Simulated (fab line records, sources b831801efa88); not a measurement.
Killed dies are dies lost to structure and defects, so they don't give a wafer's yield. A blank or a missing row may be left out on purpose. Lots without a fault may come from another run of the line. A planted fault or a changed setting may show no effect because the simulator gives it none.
Which tool did it? | flow gf180mcu | 24 lots, 72 wafers sampled, at 4 steps of a route of 602

WHAT THE GAUGES READ, wafer by wafer
GF_V2_THK_MEAS_03. Usual: V2_CVD_02_THK 848 nm, standard deviation 11.
lot  | measured     | on            | V2_CVD_02_THK (nm) | flag
L074 | day 19 05:56 | film_metro-02 | 841 851 862        |
L075 | day 19 20:34 | film_metro-02 | 837 846 852        |
L076 | day 19 23:55 | film_metro-02 | 828 821 837        |
L077 | day 20 13:43 | film_metro-01 | 850 837 847        |
L078 | day 21 06:22 | film_metro-01 | 842 841 849        |
L079 | day 21 07:54 | film_metro-02 | 833 846 846        |
L080 | day 21 20:26 | film_metro-01 | 833 830 853        |
L081 | day 22 00:31 | film_metro-04 | 846 843 860        |
L082 | day 22 10:38 | film_metro-02 | 833 865 864        |
L083 | day 22 12:36 | film_metro-02 | 839 843 862        |
L084 | day 23 05:38 | film_metro-04 | 846 850 859        |
L085 | day 23 20:41 | film_metro-01 | 841 869 851        |
L086 | day 23 22:09 | film_metro-04 | 833 850 858        |
L087 | day 24 08:08 | film_metro-02 | 840 857 864        |
L088 | day 24 15:50 | film_metro-04 | 824 844 828        |
L089 | day 25 02:25 | film_metro-04 | 851 849 861        |
L090 | day 25 08:59 | film_metro-04 | 845 865 858        |
L091 | day 25 13:34 | film_metro-04 | 846 855 858        |
L092 | day 25 21:22 | film_metro-02 | 846 851 867        |
L093 | day 26 00:20 | film_metro-01 | 855 862 865        |
L094 | day 26 09:39 | film_metro-04 | 837 846 854        |
L095 | day 26 15:03 | film_metro-01 | 834 850 862        |
L096 | day 27 00:29 | film_metro-04 | 833 844 847        |
L097 | day 27 08:56 | film_metro-01 | 841 850 852        |

GF_MIM_THK_MEAS_11: measures by xrf. Usual: MIM_ALCU_THK 203.7 nm, standard deviation 2.6.
lot  | measured     | on            | MIM_ALCU_THK (nm) | flag
L074 | day 24 13:00 | film_metro-03 | 206.0 205.8 206.6 |
L075 | day 25 00:47 | film_metro-04 | 200.7 201.3 200.7 |
L076 | day 25 05:26 | film_metro-03 | 205.2 208.1 200.6 |
L077 | day 25 17:08 | film_metro-02 | 201.6 204.2 204.3 |
L078 | day 26 07:07 | film_metro-02 | 206.2 201.8 206.4 |
L079 | day 26 09:24 | film_metro-02 | 205.5 202.4 205.0 |
L080 | day 26 20:01 | film_metro-02 | 206.7 203.4 207.9 |
L081 | day 26 22:54 | film_metro-04 | 208.7 209.8 205.7 |
L082 | day 27 07:30 | film_metro-02 | 206.0 203.0 206.8 |
L083 | day 27 09:52 | film_metro-03 | 199.5 202.0 199.2 |
L084 | day 28 01:41 | film_metro-02 | 199.8 202.8 201.5 |
L085 | day 28 13:06 | film_metro-03 | 204.0 204.2 203.7 |
L086 | day 28 15:58 | film_metro-04 | 202.1 202.6 198.0 |
L087 | day 29 00:38 | film_metro-02 | 202.7 200.2 203.2 |
L088 | day 29 07:30 | film_metro-04 | 202.6 204.5 202.8 |
L089 | day 29 15:27 | film_metro-04 | 202.2 203.3 202.9 |
L090 | day 29 22:14 | film_metro-03 | 204.9 203.5 201.3 |
L091 | day 30 01:28 | film_metro-02 | 205.0 206.3 206.6 |
L092 | day 30 07:38 | film_metro-03 | 206.2 203.0 207.2 |
L093 | day 30 11:25 | film_metro-03 | 201.8 201.7 202.7 |
L094 | day 30 20:50 | film_metro-03 | 206.0 204.2 206.4 |
L095 | day 31 00:29 | film_metro-04 | 201.7 201.0 201.8 |
L096 | day 31 08:35 | film_metro-02 | 207.9 204.8 204.6 |
L097 | day 31 15:17 | film_metro-04 | 205.5 202.8 205.7 |

WHICH TOOL RAN EACH LOT (tool, then ch and the chambers of the sampled wafers, then the start)
lot  | GF_V1_SPUTTER_22             | GF_MIM_SPUTTER_07
L074 | pvd_sputter-02, day 18 03:27 | pvd_sputter-01, day 24 12:46
L075 | pvd_sputter-04, day 18 18:04 | pvd_sputter-03, day 25 00:34
L076 | pvd_sputter-02, day 18 21:26 | pvd_sputter-01, day 25 05:12
L077 | pvd_sputter-04, day 19 11:27 | pvd_sputter-03, day 25 16:54
L078 | pvd_sputter-04, day 20 03:33 | pvd_sputter-01, day 26 06:52
L079 | pvd_sputter-04, day 20 05:44 | pvd_sputter-03, day 26 09:05
L080 | pvd_sputter-02, day 20 18:14 | pvd_sputter-04, day 26 19:48
L081 | pvd_sputter-02, day 20 22:47 | pvd_sputter-04, day 26 22:40
L082 | pvd_sputter-04, day 21 08:59 | pvd_sputter-04, day 27 07:16
L083 | pvd_sputter-04, day 21 10:56 | pvd_sputter-04, day 27 09:39
L084 | pvd_sputter-04, day 22 05:17 | pvd_sputter-01, day 28 01:28
L085 | pvd_sputter-04, day 22 20:22 | pvd_sputter-04, day 28 12:53
L086 | pvd_sputter-03, day 22 21:42 | pvd_sputter-01, day 28 15:44
L087 | pvd_sputter-03, day 23 07:36 | pvd_sputter-03, day 29 00:25
L088 | pvd_sputter-04, day 23 15:48 | pvd_sputter-03, day 29 07:16
L089 | pvd_sputter-02, day 24 02:51 | pvd_sputter-03, day 29 15:12
L090 | pvd_sputter-04, day 24 09:35 | pvd_sputter-03, day 29 22:00
L091 | pvd_sputter-04, day 24 14:42 | pvd_sputter-03, day 30 01:14
L092 | pvd_sputter-04, day 24 22:02 | pvd_sputter-04, day 30 07:23
L093 | pvd_sputter-02, day 25 01:20 | pvd_sputter-03, day 30 11:11
L094 | pvd_sputter-03, day 25 10:13 | pvd_sputter-03, day 30 20:36
L095 | pvd_sputter-04, day 25 16:15 | pvd_sputter-03, day 31 00:15
L096 | pvd_sputter-04, day 26 02:07 | pvd_sputter-01, day 31 08:22
L097 | pvd_sputter-02, day 26 10:42 | pvd_sputter-01, day 31 15:04
- GF_V1_SPUTTER_22: material TiN, target thk 10 nm, time 40 s.
- GF_MIM_SPUTTER_07: material TiN, target thk 60 nm, time 50 s.

WHAT THE TOOLS THEMSELVES READ (means of the sampled wafers that have a number; where no wafer has one, the mark that the record gives instead)
GF_V1_SPUTTER_22. Usual: throttle_valve_pct 30.0 %, standard deviation 0.76.
lot  | tool           | throttle_valve_pct (%) | flag
L074 | pvd_sputter-02 | 30.0                   |
L075 | pvd_sputter-04 | 29.9                   |
L076 | pvd_sputter-02 | 30.2                   |
L077 | pvd_sputter-04 | 29.3                   |
L078 | pvd_sputter-04 | 29.4                   |
L079 | pvd_sputter-04 | 29.5                   |
L080 | pvd_sputter-02 | 30.3                   |
L081 | pvd_sputter-02 | 30.5                   |
L082 | pvd_sputter-04 | 29.2                   |
L083 | pvd_sputter-04 | 29.3                   |
L084 | pvd_sputter-04 | 30.2                   |
L085 | pvd_sputter-04 | 30.6                   |
L086 | pvd_sputter-03 | 29.5                   |
L087 | pvd_sputter-03 | 29.8                   |
L088 | pvd_sputter-04 | 29.3                   |
L089 | pvd_sputter-02 | 30.4                   |
L090 | pvd_sputter-04 | 29.3                   |
L091 | pvd_sputter-04 | 29.6                   |
L092 | pvd_sputter-04 | 30.5                   |
L093 | pvd_sputter-02 | 30.4                   |
L094 | pvd_sputter-03 | 29.7                   |
L095 | pvd_sputter-04 | 30.5                   |
L096 | pvd_sputter-04 | 29.8                   |
L097 | pvd_sputter-02 | 30.1                   |

GF_MIM_SPUTTER_07. Usual: throttle_valve_pct 29.8 %, standard deviation 0.74.
lot  | tool           | throttle_valve_pct (%) | flag
L074 | pvd_sputter-01 | 28.9                   |
L075 | pvd_sputter-03 | 29.8                   |
L076 | pvd_sputter-01 | 29.5                   |
L077 | pvd_sputter-03 | 30.0                   |
L078 | pvd_sputter-01 | 29.3                   |
L079 | pvd_sputter-03 | 30.0                   |
L080 | pvd_sputter-04 | 30.3                   |
L081 | pvd_sputter-04 | 30.2                   |
L082 | pvd_sputter-04 | 29.3                   |
L083 | pvd_sputter-04 | 29.8                   |
L084 | pvd_sputter-01 | 29.6                   |
L085 | pvd_sputter-04 | 30.1                   |
L086 | pvd_sputter-01 | 29.6                   |
L087 | pvd_sputter-03 | 30.3                   |
L088 | pvd_sputter-03 | 30.5                   |
L089 | pvd_sputter-03 | 29.9                   |
L090 | pvd_sputter-03 | 29.3                   |
L091 | pvd_sputter-03 | 29.8                   |
L092 | pvd_sputter-04 | 29.6                   |
L093 | pvd_sputter-03 | 30.5                   |
L094 | pvd_sputter-03 | 29.9                   |
L095 | pvd_sputter-03 | 29.8                   |
L096 | pvd_sputter-01 | 29.1                   |
L097 | pvd_sputter-01 | 29.6                   |

THE ANSWER, worked out from the rows above alone
Rule: a lot is off if the mean of its wafers that have a number lies more than 3 standard deviations from the usual mean. A lot without any number at a reading at which 4 lots or more have one is off too. The other lots that the step has rows for count as sound. The gauges are gone through in route order, then the tools' own readings, and for those a lot's mean is taken as printed above. The first step at which some lot is off is used, and at that step the reading that is off furthest; a lot without a number counts as furthest.
No lot is off at any reading shown: from this, nothing can be told.

WHAT THE SIMULATOR HAD PUT IN
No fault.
